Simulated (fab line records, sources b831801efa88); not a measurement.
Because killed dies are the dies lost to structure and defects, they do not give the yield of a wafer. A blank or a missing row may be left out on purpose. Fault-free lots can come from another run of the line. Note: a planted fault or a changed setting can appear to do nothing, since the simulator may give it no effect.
Chamber matching || flow sky130 || cmp-01 running SKY_VIA3_CMP_24: 4 sister chambers
The step polishes, stops on SiO2, t overpolish 20 s, target thk 0 nm. 8 wafers are shown with their chamber, then 8 later ones without.

WAFERS PAIRED WITH THEIR CHAMBERS
{"wafer": "L087.5", "chamber": 3, "motorCurrentA (A)": 11.5, "retainingRingPressureFrac": 0.996}
{"wafer": "L089.2", "chamber": 0, "motorCurrentA (A)": 9.1, "retainingRingPressureFrac": 0.994}
{"wafer": "L089.3", "chamber": 3, "motorCurrentA (A)": 11.5, "retainingRingPressureFrac": 1.000}
{"wafer": "L090.6", "chamber": 2, "motorCurrentA (A)": 10.7, "retainingRingPressureFrac": 1.008}
{"wafer": "L091.2", "chamber": 0, "motorCurrentA (A)": 9.5, "retainingRingPressureFrac": 0.992}
{"wafer": "L091.3", "chamber": 2, "motorCurrentA (A)": 10.7, "retainingRingPressureFrac": 1.000}
{"wafer": "L091.6", "chamber": 1, "motorCurrentA (A)": 10.2, "retainingRingPressureFrac": 1.003}
{"wafer": "L092.4", "chamber": 1, "motorCurrentA (A)": 10.0, "retainingRingPressureFrac": 0.999}

WAFERS MISSING THEIR CHAMBER
{"wafer": "L092.5", "motorCurrentA (A)": 11.4, "retainingRingPressureFrac": 0.995}
{"wafer": "L092.6", "motorCurrentA (A)": 10.9, "retainingRingPressureFrac": 1.000}
{"wafer": "L094.3", "motorCurrentA (A)": 11.5, "retainingRingPressureFrac": 1.006}
{"wafer": "L094.5", "motorCurrentA (A)": 11.0, "retainingRingPressureFrac": 1.007}
{"wafer": "L094.6", "motorCurrentA (A)": 10.9, "retainingRingPressureFrac": 1.000}
{"wafer": "L097.2", "motorCurrentA (A)": 12.2, "retainingRingPressureFrac": 1.003}
{"wafer": "L097.5", "motorCurrentA (A)": 10.2, "retainingRingPressureFrac": 1.002}
{"wafer": "L097.6", "motorCurrentA (A)": 11.3, "retainingRingPressureFrac": 0.996}

WHICH CHAMBER EACH ONE RAN IN
{"wafer": "L092.5", "from the rows above": 3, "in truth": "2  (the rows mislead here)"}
{"wafer": "L092.6", "from the rows above": 2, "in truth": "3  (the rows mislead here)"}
{"wafer": "L094.3", "from the rows above": 3, "in truth": 3}
{"wafer": "L094.5", "from the rows above": "can't be placed: 2 or 3", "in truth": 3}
{"wafer": "L094.6", "from the rows above": 2, "in truth": 2}
{"wafer": "L097.2", "from the rows above": 3, "in truth": 3}
{"wafer": "L097.5", "from the rows above": 1, "in truth": 1}
{"wafer": "L097.6", "from the rows above": 3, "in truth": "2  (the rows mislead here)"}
4 of 8 placed correctly. Unplaceable from these rows: 1, with the true chamber sitting among the candidates in 1. 3 placed wrongly.
How it was worked out, from the rows above alone: a wafer's distance from a chamber is the root of the sum, over the readings, of the square of ((its reading less the chamber's mean) divided by the reading's scatter). The wafer belongs to the nearest chamber; if the next one is less than 2 further off, it can't be placed. The mean given for a chamber averages the wafers shown for that chamber. The scatter: the root of (the sum of the squares of (reading less its chamber's mean) over the shown wafers, divided by (wafers less chambers)).
